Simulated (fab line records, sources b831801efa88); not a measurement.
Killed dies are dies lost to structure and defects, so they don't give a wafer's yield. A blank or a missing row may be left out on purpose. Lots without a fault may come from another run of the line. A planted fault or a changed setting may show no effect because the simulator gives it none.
fab line records | flow sky130
record lots=6 wafers=18 last_day=49
route steps=708 shown CAPM@538 METAL3@555 VIA3@573 PAD_OPEN@708
lots that met no fault: from a run of the same line without faults
start_h: hours from the record's first day to the start of the lot's first wafer shown | wait_h: hours since the lot's step before | " the same as in the row above | L1.1+2: a row that stands for several wafers | - no value, or no start given | * or withheld: withheld | < > ~ a bound
route shown NAME@n: a module of which the file shows steps, and the number in the route of the first | usual: mean/standard deviation of fault-free wafers | same: alike in all rows | chamber/n: place in a boat | sites: the reading at each site | _std_site: their standard deviation | _edge_site: outer sites' mean less inner sites' | radius_mm: how far each site lies from the wafer's centre | mask NAME#n: copy n | behind: the tool/chamber that last shaped the wafer | hold: why the lot was held/for how many hours/how that ended | device: the transistor (n, p or np) that didn't switch | end of line: the same wafers' tests at the end of the route | a step without rows: its recipe alone | killed: dies lost to structure and defects at the first sort, not the wafer's yield | map: a wafer's dies, x killed, . not, _ none there
set.NAME: the setting as run; set.NAME@STEP: as run at that earlier step | model.NAME: the simulator's own value behind a step, which no gauge read
lots at some steps of the route; a table a step, a row a wafer
services: from which hour (start_h, from the record's first day; less than 0 if before it) a tool's chamber was out of use, for how many hours, and why
## steps
# step SKY_CAPM_THK_MEAS_01
# recipe reads=SiO2_of_CAPM_CVD_00
# usual CAPM_CVD_00_THK=15.53/0.22
# columns lot.wafer tool chamber start_h wait_h CAPM_CVD_00_THK[nm]
L975.1 film_metro-01 - 883.71 - 15.28
L975.2 " - " " 15.39
L975.3 " - " " 15.53
L978.2 film_metro-01 - 891.88 - 15.13
L978.3 " - " " 15.21
L978.5 " - " " 14.97
L979.3 film_metro-03 - 900.30 - 15.43
L979.4 " - " " 15.90
L979.6 " - " " 15.81
L985.1 film_metro-01 - 950.15 - 15.12
L985.4 " - " " 15.35
L985.5 " - " " 15.68
L986.2 film_metro-01 - 956.65 - 15.41
L986.3 " - " " 15.34
L986.5 " - " " 15.40
L987.1 film_metro-04 - 969.36 - 15.38
L987.2 " - " " 15.53
L987.4 " - " " 15.75
# step SKY_CAPM_SPUTTER_02
# recipe material=TiN target_thk_nm=200 temp_c=300 power_w=6500 time_s=166.7 chamber_pressure_pa=0.4
# usual throttle_valve_pct=30.1/1.3
# columns lot.wafer tool chamber start_h wait_h throttle_valve_pct
L975.1 pvd_sputter-03 - 883.77 0.1 29.1
L975.2 " - " " 30.4
L975.3 " - " " 28.1
L978.2 pvd_sputter-02 - 891.93 0.0 29.4
L978.3 " - " " 31.3
L978.5 " - " " 30.6
L979.3 pvd_sputter-02 - 900.34 0.0 30.7
L979.4 " - " " 29.5
L979.6 " - " " 30.5
L985.1 pvd_sputter-01 - 950.21 0.1 31.5
L985.4 " - " " 28.2
L985.5 " - " " 28.5
L986.2 pvd_sputter-02 - 956.70 0.0 30.2
L986.3 " - " " 29.4
L986.5 " - " " 30.0
L987.1 pvd_sputter-01 - 969.42 0.1 31.5
L987.2 " - " " 28.3
L987.4 " - " " 28.8
# step SKY_CAPM_RS_MEAS_03
# recipe thk_meas_gauge=four-point-probe reads=TiN_of_CAPM_SPUTTER_02
# usual CAPM_TIN_RS=6.93/0.087
# columns lot.wafer tool chamber start_h wait_h CAPM_TIN_RS[ohm/sq]
L975.1 film_metro-03 - 883.88 0.1 7.01
L975.2 " - " " 6.95
L975.3 " - " " 6.92
L978.2 film_metro-03 - 892.06 0.1 7.05
L978.3 " - " " 6.93
L978.5 " - " " 6.83
L979.3 film_metro-01 - 900.49 0.1 6.89
L979.4 " - " " 7.06
L979.6 " - " " 7.04
L985.1 film_metro-04 - 950.32 0.1 6.89
L985.4 " - " " 7.06
L985.5 " - " " 6.99
L986.2 film_metro-01 - 956.83 0.1 6.95
L986.3 " - " " 7.02
L986.5 " - " " 6.93
L987.1 film_metro-04 - 969.53 0.1 6.92
L987.2 " - " " 7.04
L987.4 " - " " 7.10
# step SKY_CAPM_THK_MEAS_04
# recipe thk_meas_gauge=xrf reads=TiN_of_CAPM_SPUTTER_02
# usual CAPM_TIN_THK=203.4/2.8
# columns lot.wafer tool chamber start_h wait_h CAPM_TIN_THK[nm]
L975.1 film_metro-03 - 884.00 0.1 200.5
L975.2 " - " " 202.6
L975.3 " - " " 203.7
L978.2 film_metro-03 - 892.17 0.1 198.9
L978.3 " - " " 202.6
L978.5 " - " " 205.5
L979.3 film_metro-01 - 900.59 0.1 205.9
L979.4 " - " " 201.9
L979.6 " - " " 201.5
L985.1 film_metro-04 - 950.44 0.1 204.5
L985.4 " - " " 200.6
L985.5 " - " " 202.0
L986.2 film_metro-01 - 956.94 0.1 204.0
L986.3 " - " " 201.1
L986.5 " - " " 203.4
L987.1 film_metro-04 - 969.65 0.1 204.1
L987.2 " - " " 200.5
L987.4 " - " " 198.5
# step SKY_CAPM_DEHYDRATE_05
# recipe temp_c=200 time_s=60
# step SKY_CAPM_HMDS_06
# recipe prime_time_s=60 prime_temp_c=120
# step SKY_CAPM_COAT_07
# recipe resist=NOVOLAK spin_rpm=3000 resist_thk_nm=1140
# step SKY_CAPM_SOFTBAKE_08
# recipe temp_c=90 time_s=60 resist=NOVOLAK
# step SKY_CAPM_EXPOSE_09
# recipe mask_id=CAPM na=0.6 source_shape=conventional sigma_outer=0.6 polarization=unpolarized target_cd_nm=1000 dose_mj=159
# step SKY_CAPM_PEB_10
# recipe temp_c=withheld time_s=* resist=NOVOLAK
# step SKY_CAPM_DEVELOP_11
# recipe resist=NOVOLAK developer=TMAH develop_time_s=60 dev_temp_c=23
# step SKY_CAPM_OVL_MEAS_12
# usual CAPM_OVL=-0.5/1.4
# columns lot.wafer tool chamber start_h wait_h CAPM_OVL[nm]
L975.1 overlay-01 - 908.94 0.1 0.4
L975.2 " - " " 0.9
L975.3 " - " " -0.7
L978.2 overlay-01 - 916.99 0.1 -2.0
L978.3 " - " " -2.1
L978.5 " - " " -0.7
L979.3 overlay-02 - 925.49 0.1 1.1
L979.4 " - " " 1.0
L979.6 " - " " -0.9
L985.1 overlay-01 - 974.74 0.1 -0.6
L985.4 " - " " -0.8
L985.5 " - " " -1.6
L986.2 overlay-01 - 979.45 0.1 0.4
L986.3 " - " " -0.6
L986.5 " - " " 0.2
L987.1 overlay-01 - 993.19 0.1 -1.0
L987.2 " - " " -1.5
L987.4 " - " " -1.8
# step SKY_CAPM_METAL_ETCH_13
# recipe target_depth_nm=220 stop_on=SiO2 chemistry=Cl2/BCl3 target=TiN pressure_mtorr=10 icp_w=900 bias_w=48.5 Cl2_flow_sccm=60 bcl3_flow_sccm=30 time_s=62.9
# usual drypump_motor_current_A=6.0/0.32 oes_product_au=0.939/0.0082 throttle_valve_pct=21.903/0.0092
# columns lot.wafer tool chamber start_h wait_h drypump_motor_current_A oes_product_au rf_hours_counter_h throttle_valve_pct
L975.1 rie_metal-01 1 908.98 0.0 6.0 0.934 16 21.908
L975.2 " 0 " " 6.0 0.941 7 21.892
L975.3 " 0 " " 6.0 0.943 - 21.889
L978.2 rie_metal-01 1 917.05 0.0 5.9 0.927 - 21.902
L978.3 " 1 " " 5.9 0.945 - 21.922
L978.5 " 1 " " 5.9 0.942 - 21.902
L979.3 rie_metal-02 0 925.54 0.0 6.0 0.945 - 21.906
L979.4 " 1 " " 6.3 0.924 - 21.900
L979.6 " 0 " " 6.0 0.924 - 21.911
L985.1 rie_metal-04 1 974.77 0.0 5.4 0.939 4 21.912
L985.4 " 1 " " 5.4 0.934 - 21.895
L985.5 " 1 " " 5.4 0.936 - 21.903
L986.2 rie_metal-04 0 979.48 0.0 6.3 0.943 1 21.898
L986.3 " 0 " " 6.3 0.933 - 21.903
L986.5 " 0 " " 6.3 0.944 - 21.910
L987.1 rie_metal-04 0 993.23 0.0 6.3 0.939 2 21.889
L987.2 " 1 " " 5.4 0.931 5 21.908
L987.4 " 0 " " 6.3 0.925 - 21.907
# step SKY_CAPM_STRIP_14
# recipe chemistry=O2/N2 power_w=1400 pressure_mtorr=1500 platen_temp_c=withheld o2_flow_sccm=3000 n2_flow_sccm=300 overash_fraction=0.5
# usual drypump_motor_current_A=5.6/0.51 oes_product_au=0.710/0.0041 strip_time_to_endpoint_s=12.66/0.05
# columns lot.wafer tool chamber start_h wait_h drypump_motor_current_A oes_product_au rf_hours_counter_h strip_time_to_endpoint_s
L975.1 plasma_asher-04 1 909.06 0.1 4.9 0.711 47 12.58
L975.2 " 0 " " 5.6 0.702 47 12.58
L975.3 " 0 " " 5.6 0.712 - 12.61
L978.2 plasma_asher-04 1 917.18 0.1 4.9 0.712 48 12.58
L978.3 " 0 " " 5.6 0.705 - 12.62
L978.5 " 1 " " 4.9 0.715 - 12.61
L979.3 plasma_asher-04 0 925.63 0.1 5.6 0.713 - 12.67
L979.4 " 1 " " 4.9 0.711 - 12.66
L979.6 " 0 " " 5.6 0.708 - 12.76
L985.1 plasma_asher-01 1 974.93 0.1 5.3 0.708 109 12.68
L985.4 " 0 " " 5.6 0.706 - 12.67
L985.5 " 0 " " 5.7 0.706 - 12.67
L986.2 plasma_asher-03 1 979.56 0.1 6.2 0.711 91 12.69
L986.3 " 0 " " 6.2 0.711 - 12.67
L986.5 " 1 " " 6.2 0.707 - 12.69
L987.1 plasma_asher-03 0 993.31 0.1 6.2 0.713 92 12.69
L987.2 " 1 " " 6.2 0.709 92 12.66
L987.4 " 0 " " 6.2 0.709 - 12.69
# step SKY_CAPM_STRIP_15
# recipe chemistry=post_etch_residue_remover time_s=1200 temp_c=72.5
# step SKY_CAPM_CLEAN_16
# recipe chemistry=IPA time_s=180 temp_c=25
# step SKY_CAPM_CLEAN_17
# recipe chemistry=O3/DIW dry=n2_spin
# step SKY_METAL3_DEHYDRATE_05
# recipe temp_c=200 time_s=60
# step SKY_METAL3_HMDS_06
# recipe prime_time_s=60 prime_temp_c=120
# step SKY_METAL3_COAT_07
# recipe resist=BARC temp_c=withheld time_s=withheld spin_rpm=3000 resist_thk_nm=60
# step SKY_METAL3_COAT_08
# recipe resist=KrF-thick spin_rpm=3000 resist_thk_nm=1140
# step SKY_METAL3_SOFTBAKE_09
# recipe temp_c=100 time_s=90 resist=KrF-thick
# step SKY_METAL3_EXPOSE_10
# recipe mask_id=MM3 na=0.68 source_shape=annular sigma_inner=0.4 sigma_outer=0.8 target_cd_nm=300 dose_mj=28
# step SKY_METAL3_PEB_11
# recipe peb_temp_c=withheld peb_time_s=withheld resist=KrF-thick
# step SKY_METAL3_DEVELOP_12
# recipe develop_time_s=60 resist=KrF-thick dev_temp_c=21
# step SKY_METAL3_CD_MEAS_13
# recipe target_cd_nm=300
# usual cd_nm=300.1/1.3
# columns lot.wafer tool chamber start_h wait_h cd_nm
L975.1 cd_sem-02 - 934.48 - 299.4
L975.2 " - " " 301.6
L975.3 " - " " 299.3
L978.2 cd_sem-02 - 943.26 - 300.6
L978.3 " - " " 301.3
L978.5 " - " " 300.1
L979.3 cd_sem-02 - 949.94 - 300.3
L979.4 " - " " 299.8
L979.6 " - " " 300.6
L985.1 cd_sem-02 - 999.18 - 303.0
L985.4 " - " " 302.5
L985.5 " - " " 302.2
L986.2 cd_sem-02 - 1003.67 - 301.7
L986.3 " - " " 302.4
L986.5 " - " " 301.3
L987.1 cd_sem-02 - 1015.98 - 300.2
L987.2 " - " " 298.3
L987.4 " - " " 299.8
# step SKY_METAL3_OVL_MEAS_14
# usual METAL3_OVL=-2/6
# columns lot.wafer tool chamber start_h wait_h METAL3_OVL[nm]
L975.1 overlay-02 - 934.60 0.1 -1
L975.2 " - " " -5
L975.3 " - " " 1
L978.2 overlay-01 - 943.36 0.1 -7
L978.3 " - " " 4
L978.5 " - " " 5
L979.3 overlay-02 - 950.03 0.1 7
L979.4 " - " " 1
L979.6 " - " " 4
L985.1 overlay-01 - 999.30 0.1 4
L985.4 " - " " 2
L985.5 " - " " -1
L986.2 overlay-01 - 1003.77 0.1 -1
L986.3 " - " " 3
L986.5 " - " " 2
L987.1 overlay-01 - 1016.10 0.1 -7
L987.2 " - " " -10
L987.4 " - " " -11
# step SKY_METAL3_DESCUM_15
# recipe chemistry=O2 source_power_w=150 bias_power_w=0 pressure_mtorr=10 temp_c=40 time_s=8
# step SKY_METAL3_ETCH_16
# recipe chemistry=N2/H2 target=BARC ion_energy_ev=200 bias_w=100 pressure_mtorr=30 n2_flow_sccm=100 h2_flow_sccm=200 icp_w=500 stop_on=SiO2 time_s=88.2 target_depth_a=600
# usual drypump_motor_current_A=6.0/0.34 oes_product_au=0.626/0.0043 throttle_valve_pct=13.204/0.0097
# columns lot.wafer tool chamber start_h wait_h drypump_motor_current_A oes_product_au rf_hours_counter_h throttle_valve_pct
L975.1 rie_metal-02 1 934.67 0.0 6.3 0.626 5 13.189
L975.2 " 0 " " 6.0 0.626 10 13.200
L975.3 " 1 " " 6.3 0.631 - 13.222
L978.2 rie_metal-02 0 943.42 0.0 6.0 0.634 10 13.207
L978.3 " 1 " " 6.4 0.618 - 13.206
L978.5 " 1 " " 6.3 0.628 - 13.198
L979.3 rie_metal-02 1 950.12 0.0 6.3 0.627 - 13.211
L979.4 " 0 " " 6.0 0.628 - 13.205
L979.6 " 0 " " 6.0 0.625 - 13.201
L985.1 rie_metal-04 0 999.37 0.0 6.3 0.628 2 13.206
L985.4 " 0 " " 6.4 0.626 - 13.200
L985.5 " 1 " " 5.4 0.627 - 13.193
L986.2 rie_metal-04 0 1003.83 0.0 6.3 0.623 2 13.196
L986.3 " 0 " " 6.4 0.622 - 13.200
L986.5 " 0 " " 6.3 0.624 - 13.195
L987.1 rie_metal-04 0 1016.17 0.0 6.4 0.628 3 13.223
L987.2 " 1 " " 5.4 0.630 6 13.204
L987.4 " 1 " " 5.4 0.624 - 13.212
# step SKY_METAL3_ETCH_17
# recipe target=SiO2 stop_on=TiN chemistry=C4F8/O2/Ar source_w=1500 bias_w=1200 pressure_mtorr=40 c4f8_flow_sccm=withheld O2_flow_sccm=6 Ar_flow_sccm=300 time_s=3.9 target_depth_a=150
# usual oes_product_au=0.755/0.0074
# columns lot.wafer tool chamber start_h wait_h oes_product_au rf_hours_counter_h
L975.1 rie_diel-02 3 934.77 0.1 0.745 17
L975.2 " 2 " " 0.751 23
L975.3 " 1 " " 0.750 21
L978.2 rie_diel-02 2 943.52 0.1 0.738 23
L978.3 " 3 " " 0.739 17
L978.5 " 1 " " 0.743 -
L979.3 rie_diel-04 1 950.18 0.0 0.749 1
L979.4 " 0 " " 0.766 15
L979.6 " 1 " " 0.757 -
L985.1 rie_diel-03 3 999.47 0.1 0.740 24
L985.4 " 1 " " 0.755 9
L985.5 " 0 " " 0.762 -
L986.2 rie_diel-02 3 1003.93 0.1 0.755 20
L986.3 " 0 " " 0.750 17
L986.5 " 0 " " 0.749 -
L987.1 rie_diel-04 0 1016.27 0.1 0.749 16
L987.2 " 3 " " 0.755 9
L987.4 " 1 " " 0.763 3
# step SKY_METAL3_METAL_ETCH_18
# recipe target_depth_a=8450 stop_on=SiO2 over_etch_frac=0.3 time_s=183.1 chemistry=Cl2/BCl3 resist_sidewall_deg=88 pressure_mtorr=10 icp_w=900 bias_w=48.5 Cl2_flow_sccm=60 bcl3_flow_sccm=30
# step SKY_METAL3_STRIP_19
# recipe chemistry=O2/N2 power_w=1400 pressure_mtorr=1500 platen_temp_c=withheld o2_flow_sccm=3000 n2_flow_sccm=300 overash_fraction=0.5
# usual drypump_motor_current_A=5.5/0.37 oes_product_au=0.504/0.0074 strip_time_to_endpoint_s=6.57/0.15
# columns lot.wafer tool chamber start_h wait_h drypump_motor_current_A oes_product_au rf_hours_counter_h strip_time_to_endpoint_s
L975.1 plasma_asher-02 0 935.14 0.3 5.8 0.505 23 6.51
L975.2 " 1 " " 6.0 0.503 23 6.61
L975.3 " 1 " " 6.0 0.504 - 6.55
L978.2 plasma_asher-04 1 943.90 0.2 4.9 0.515 52 6.91
L978.3 " 0 " " 5.6 0.521 - 6.88
L978.5 " 0 " " 5.6 0.518 - 6.91
L979.3 plasma_asher-01 1 950.41 0.1 5.3 0.501 - 6.52
L979.4 " 0 " " 5.7 0.518 - 6.82
L979.6 " 1 " " 5.3 0.508 - 6.59
L985.1 plasma_asher-04 1 999.66 0.1 4.9 0.499 57 6.48
L985.4 " 1 " " 4.9 0.499 - 6.69
L985.5 " 1 " " 4.9 0.502 - 6.63
L986.2 plasma_asher-01 0 1004.13 0.1 5.7 0.499 112 6.39
L986.3 " 1 " " 5.3 0.497 - 6.54
L986.5 " 1 " " 5.3 0.513 - 6.55
L987.1 plasma_asher-04 0 1016.47 0.1 5.6 0.493 59 6.29
L987.2 " 1 " " 4.9 0.496 59 6.38
L987.4 " 1 " " 4.9 0.499 - 6.39
# step SKY_METAL3_STRIP_20
# recipe chemistry=post_etch_residue_remover time_s=1200 temp_c=72.5
# step SKY_METAL3_CLEAN_21
# recipe chemistry=IPA time_s=180 temp_c=25
# step SKY_METAL3_CLEAN_22
# recipe chemistry=O3/DIW dry=n2_spin
# step SKY_VIA3_HDPCVD_00
# recipe material=SiO2 target_thk_nm=1635 sigma_open_frac=0.3 time_s=272.5 temp_c=400 sih4_flow_sccm=60 pressure_mtorr=6
# step SKY_VIA3_THK_MEAS_01
# recipe reads=SiO2_of_VIA3_HDPCVD_00
# usual VIA3_HDPCVD_THK=1635/23
# columns lot.wafer tool chamber start_h wait_h VIA3_HDPCVD_THK[nm]
L975.1 film_metro-01 - 935.91 0.1 1600
L975.2 " - " " 1647
L975.3 " - " " 1621
L978.2 film_metro-04 - 944.75 0.2 1626
L978.3 " - " " 1650
L978.5 " - " " 1639
L979.3 film_metro-02 - 951.28 0.1 1643
L979.4 " - " " 1651
L979.6 " - " " 1667
L985.1 film_metro-02 - 1000.47 0.1 1640
L985.4 " - " " 1641
L985.5 " - " " 1625
L986.2 film_metro-04 - 1005.03 0.1 1641
L986.3 " - " " 1667
L986.5 " - " " 1653
L987.1 film_metro-04 - 1017.23 0.1 1586
L987.2 " - " " 1655
L987.4 " - " " 1636
# step SKY_VIA3_CMP_02
# recipe material=SiO2 down_force_psi=4 platen_rpm=60 pad_velocity_m_s=0.94248
# step SKY_VIA3_BOW_MEAS_03
# recipe mode=bow
# usual VIA3_BOW=82/7.6
# columns lot.wafer tool chamber start_h wait_h VIA3_BOW[um]
L975.1 film_metro-01 - 936.27 0.2 76
L975.2 " - " " 83
L975.3 " - " " 81
L978.2 film_metro-04 - 945.12 0.1 78
L978.3 " - " " 83
L978.5 " - " " 83
L979.3 film_metro-04 - 951.66 0.1 86
L979.4 " - " " 83
L979.6 " - " " 79
L985.1 film_metro-02 - 1000.83 0.1 84
L985.4 " - " " 87
L985.5 " - " " 82
L986.2 film_metro-02 - 1005.54 0.3 75
L986.3 " - " " 87
L986.5 " - " " 77
L987.1 film_metro-02 - 1017.59 0.1 77
L987.2 " - " " 75
L987.4 " - " " 87
# step SKY_VIA3_DEHYDRATE_04
# recipe temp_c=200 time_s=60
# step SKY_VIA3_HMDS_05
# recipe prime_time_s=60 prime_temp_c=120
# step SKY_VIA3_COAT_06
# recipe resist=BARC temp_c=withheld time_s=withheld spin_rpm=3000 resist_thk_nm=60
# step SKY_PAD_OPEN_PROBE_99
# usual defect_limited_yield=82.8/2 killed_at_M0_to_M3=43/7.8 killed_at_M4_up=3.2/1.9 killed_at_contacts=24/5 killed_at_front_end=14/4.5 killed_at_other=0.2/0.41 killed_dies=84/9.6 killed_open=47/6.9 killed_short=38/6 sort_bin_3_pad_short=0.8/0.43 sort_bin_5_function=10.1/1.4 sort_bin_6_memory=6.3/1.1 sort_n_pass=408/9.6 sort_yield_pct=82.8/2
# same gross_dies=492 killed_at_back_side=0 sort_bin_4_leakage[%]=0 sort_bin_8_speed[%]=0
# columns lot.wafer tool chamber start_h wait_h defect_limited_yield[%] killed_at_M0_to_M3 killed_at_M4_up killed_at_contacts killed_at_front_end killed_at_other killed_dies killed_open killed_short sort_bin_3_pad_short[%] sort_bin_5_function[%] sort_bin_6_memory[%] sort_n_pass sort_yield_pct[%] model.etest.tester.sort_n_pass model.etest.tester.sort_yield_pct model.etest.tester.sort_bin_5_pct model.etest.tester.sort_bin_3_pct
L978.2 prober-01 - 1110.26 0.1 83.9 38 3 21 17 0 79 36 43 1.4 8.1 6.5 413 83.9 413 83.94 8.13 1.423
L978.3 prober-01 - 1110.31 0.2 83.9 31 1 26 21 0 79 44 35 0.6 10.2 5.3 413 83.9 413 83.94 10.16 0.6098
L978.5 prober-01 - 1110.41 0.2 82.3 33 5 35 13 1 87 45 42 0.8 11.0 5.9 405 82.3 405 82.32 10.98 0.813
L979.3 prober-02 - 1117.21 0.2 83.7 47 0 19 14 0 80 44 36 0.8 9.6 5.9 412 83.7 412 83.74 9.553 0.813
L979.4 prober-02 - 1117.26 0.2 81.1 42 6 28 16 1 93 48 45 0.8 12.2 5.9 399 81.1 399 81.1 12.2 0.813
L979.6 prober-02 - 1117.36 0.2 86.0 31 3 22 13 0 69 39 30 0.6 10.0 3.5 423 86.0 423 85.98 9.959 0.6098
L985.1 prober-02 - 1155.70 0.1 84.3 40 3 21 13 0 77 41 36 0.4 9.1 6.1 415 84.3 415 84.35 9.146 0.4065
L985.4 prober-02 - 1155.85 0.2 87.6 25 3 21 11 1 61 32 29 0.2 7.7 4.5 431 87.6 431 87.6 7.724 0.2033
L985.5 prober-02 - 1155.90 0.2 84.1 44 5 21 8 0 78 42 36 0.6 9.8 5.5 414 84.1 414 84.15 9.756 0.6098
L986.2 prober-01 - 1158.96 0.1 73.0 29 0 32 21 51 133 54 29 3.5 15.9 7.7 359 73.0 359 72.97 15.85 3.455
L986.3 prober-01 - 1159.01 0.2 70.7 52 2 21 17 52 144 52 40 3.7 17.9 7.7 348 70.7 348 70.73 17.89 3.659
L986.5 prober-01 - 1159.11 0.2 75.6 39 0 21 9 51 120 41 28 3.5 15.7 5.3 372 75.6 372 75.61 15.65 3.455
L987.1 prober-02 - 1168.60 0.1 72.4 41 4 20 14 57 136 48 31 2.8 16.1 8.7 356 72.4 356 72.36 16.06 2.846
L987.2 prober-02 - 1168.65 0.1 74.4 41 4 14 12 55 126 36 35 3.3 15.0 7.3 366 74.4 366 74.39 15.04 3.252
L987.4 prober-02 - 1168.75 0.2 73.8 38 6 26 10 49 129 44 36 1.8 18.9 5.5 363 73.8 363 73.78 18.9 1.829
# killed by level:class
L978.2 METAL2:geometric_particle:short=9 VIA1:geometric_particle:open=7 LI_CONTACT:geometric_particle:open=6 CONTACT:geometric_particle:open=6 VIA1:geometric_particle:short=6 FIELD_ISO:geometric_particle:open=5 LOCAL_INTERCONNECT:geometric_particle:short=5 CONTACT:geometric_particle:short=4
L978.3 CONTACT:geometric_particle:open=10 LOCAL_INTERCONNECT:geometric_particle:short=7 FIELD_ISO:geometric_particle:open=6 LI_CONTACT:geometric_particle:open=6 VIA1:geometric_particle:open=6 METAL2:geometric_particle:short=5 POLY_GATE:geometric_particle:open=4 VIA2:geometric_particle:open=4
L978.5 LI_CONTACT:geometric_particle:open=15 VIA3:geometric_particle:open=8 LI_CONTACT:geometric_particle:short=7 METAL2:geometric_particle:short=7 CONTACT:geometric_particle:open=6 VIA2:geometric_particle:open=6 VIA1:geometric_particle:open=5 FIELD_ISO:geometric_particle:short=4
L979.3 VIA1:geometric_particle:open=12 POLY_GATE:geometric_particle:open=8 METAL1:geometric_particle:short=6 VIA3:geometric_particle:open=6 LI_CONTACT:geometric_particle:open=5 LOCAL_INTERCONNECT:geometric_particle:short=5 VIA2:geometric_particle:open=5 METAL3:geometric_particle:short=5
L979.4 CONTACT:geometric_particle:open=14 VIA1:geometric_particle:open=8 METAL2:geometric_particle:short=6 VIA3:geometric_particle:open=6 CONTACT:geometric_particle:short=6 METAL3:geometric_particle:short=5 FIELD_ISO:geometric_particle:short=4 VIA1:geometric_particle:short=4
L979.6 VIA1:geometric_particle:open=9 LI_CONTACT:geometric_particle:open=7 FIELD_ISO:geometric_particle:short=5 FIELD_ISO:geometric_particle:open=4 CONTACT:geometric_particle:open=4 LOCAL_INTERCONNECT:geometric_particle:short=4 CONTACT:geometric_particle:short=4 METAL1:geometric_particle:short=4
L985.1 VIA2:geometric_particle:open=11 VIA1:geometric_particle:open=8 LI_CONTACT:geometric_particle:open=7 FIELD_ISO:geometric_particle:short=6 CONTACT:geometric_particle:open=5 METAL1:geometric_particle:short=5 FIELD_ISO:geometric_particle:open=4 VIA2:geometric_particle:short=4
L985.4 CONTACT:geometric_particle:open=10 METAL1:geometric_particle:short=6 CONTACT:geometric_particle:short=4 VIA2:geometric_particle:open=4 VIA3:geometric_particle:open=4 SONOS_ONO:geometric_particle:open=3 SPACER:geometric_particle:short=3 LOCAL_INTERCONNECT:geometric_particle:open=3
L985.5 METAL2:geometric_particle:short=9 VIA1:geometric_particle:open=9 VIA3:geometric_particle:open=8 LI_CONTACT:geometric_particle:open=7 CONTACT:geometric_particle:open=6 VIA1:geometric_particle:short=6 VIA2:geometric_particle:open=4 METAL4:geometric_particle:short=4
L986.2 CAPM:unspecified=50 CONTACT:geometric_particle:open=11 LI_CONTACT:geometric_particle:open=9 POLY_GATE:geometric_particle:open=6 VIA1:geometric_particle:open=6 VIA2:geometric_particle:open=5 FIELD_ISO:geometric_particle:short=4 FIELD_ISO:geometric_particle:open=4
L986.3 CAPM:unspecified=52 CONTACT:geometric_particle:open=11 VIA1:geometric_particle:open=10 VIA3:geometric_particle:open=8 METAL1:geometric_particle:short=8 FIELD_ISO:geometric_particle:open=7 METAL2:geometric_particle:short=7 VIA1:geometric_particle:short=6
L986.5 CAPM:unspecified=51 VIA1:geometric_particle:open=12 LI_CONTACT:geometric_particle:open=8 CONTACT:geometric_particle:open=6 VIA1:geometric_particle:short=5 VIA2:geometric_particle:open=5 METAL1:geometric_particle:short=4 METAL2:geometric_particle:short=4
L987.1 CAPM:unspecified=57 VIA2:geometric_particle:open=11 VIA1:geometric_particle:open=8 LI_CONTACT:geometric_particle:open=6 LOCAL_INTERCONNECT:geometric_particle:short=5 CONTACT:geometric_particle:open=5 METAL2:geometric_particle:short=5 FIELD_ISO:geometric_particle:open=4
L987.2 CAPM:unspecified=55 VIA3:geometric_particle:open=9 VIA1:geometric_particle:open=8 LI_CONTACT:geometric_particle:open=5 CONTACT:geometric_particle:short=5 METAL2:geometric_particle:short=5 FIELD_ISO:geometric_particle:short=4 METAL1:geometric_particle:short=4
L987.4 CAPM:unspecified=49 VIA1:geometric_particle:open=12 CONTACT:geometric_particle:open=9 VIA2:geometric_particle:open=5 LI_CONTACT:geometric_particle:open=5 METAL4:geometric_particle:short=4 VIA1:geometric_particle:short=4 CONTACT:geometric_particle:short=4
# map L986.3 (x killed, . not)
__________....x....._________
________.x.x...x.x...._______
______x............x...._____
_____........x.xx..xx....____
____..............x.x...x.___
___x..x..........x.....x...__
__.x........x......xx......._
_.x.x...xx...x..x..x.........
_........x....xx...........x.
_x..x..x...xx.xx.....x.x.x...
_x...xx.x.x........x.......x.
_.....x...x.........x...x.x.x
_..x....x.x...x.x..........x.
_.....x.xxxxx.......x........
_xxx.xxxxxxxx....x..........x
__xx.x.xxxxxxx.x.x.......xx._
___x.xxxxxxxxxx....x.x...x.__
____xxxxxxxxxx...xx......x___
_____.xxxxxxxxx..x.......____
______.xxxx........x.xx._____
________..x..........._______
__________.x..x....._________
# map L987.1 (x killed, . not)
__________.........._________
________.x.....x....x._______
______.xxx.......x....x._____
_____...xx...xx....x.....____
____...x...x.x.x.xxxx....x___
___......xx.......x......x.__
__..................x..x...._
_.x...........xxx....x....x..
_x...........................
_....x........x...x........x.
_..x.......x..xx.x..x...x.x.x
_...x.xx.....................
_.......x...x................
_.xxx.xxxxxxx.xx.........xx..
_...x.xxxxxxx....x......x....
__x.xxxxxxxxxx.xx.......x.x._
___.xxxxxxxxx.....x........__
____x.xxxxxxxxx..xx.......___
_____xxxxxxxx......xx....____
______.xxxx.xx...x.xx..._____
________..x..........._______
__________...x....x._________
## services
# columns tool chamber start_h hours kind
rie_diel-02 - 864.72 0.3 repair
rie_diel-02 0 868.22 10.3 repair
pvd_sputter-02 - 871.33 5.8 repair
rie_metal-04 1 881.01 - clean
rie_metal-02 - 881.20 0.7 repair
pvd_sputter-01 - 881.97 18.4 repair
rie_diel-02 2 882.95 8.6 repair
plasma_asher-03 - 884.50 0.3 repair
rie_diel-02 0 889.35 3.4 repair
rie_diel-04 1 895.56 2.7 repair
rie_diel-03 2 905.64 2.8 repair
rie_metal-01 0 911.02 9.7 repair
rie_metal-02 - 919.90 2.8 pm
rie_diel-03 2 922.54 9.0 repair
plasma_asher-01 - 926.75 15.6 pm
plasma_asher-03 - 930.92 2.9 repair
plasma_asher-04 - 949.79 2.9 repair
rie_diel-03 0 955.39 4.8 repair
rie_metal-01 - 966.48 0.8 repair
rie_metal-04 - 969.54 1.4 pm
rie_metal-04 0 972.82 4.8 repair
pvd_sputter-02 - 998.61 5.5 repair
rie_diel-02 - 1001.13 0.4 repair
rie_diel-04 - 1007.34 0.8 repair
## key
first_sign step=SKY_PAD_OPEN_PROBE_99 reading=killed_at_other direction=up sigmas=52 usual=0.2 struck=52.5
effect step=SKY_PAD_OPEN_PROBE_99 reading=sort_bin_3_pad_short direction=up sigmas=5.3 usual=0.8 struck=3.1
model_effect step=SKY_PAD_OPEN_PROBE_99 value=etest.tester.sort_n_pass without=405.3 struck=360.7
met_at SKY_CAPM_METAL_ETCH_13
struck_wafers L986.2,L986.3,L986.5,L987.1,L987.2,L987.4
onset_between 974.77 979.48
also_fits time
fault kind=chamber_particle_source tool=rie_metal-04 chamber=- onset_h=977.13 steps=SKY_CAPM_METAL_ETCH_13 rate_per_visit_cm2=0.87228 end_h=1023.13
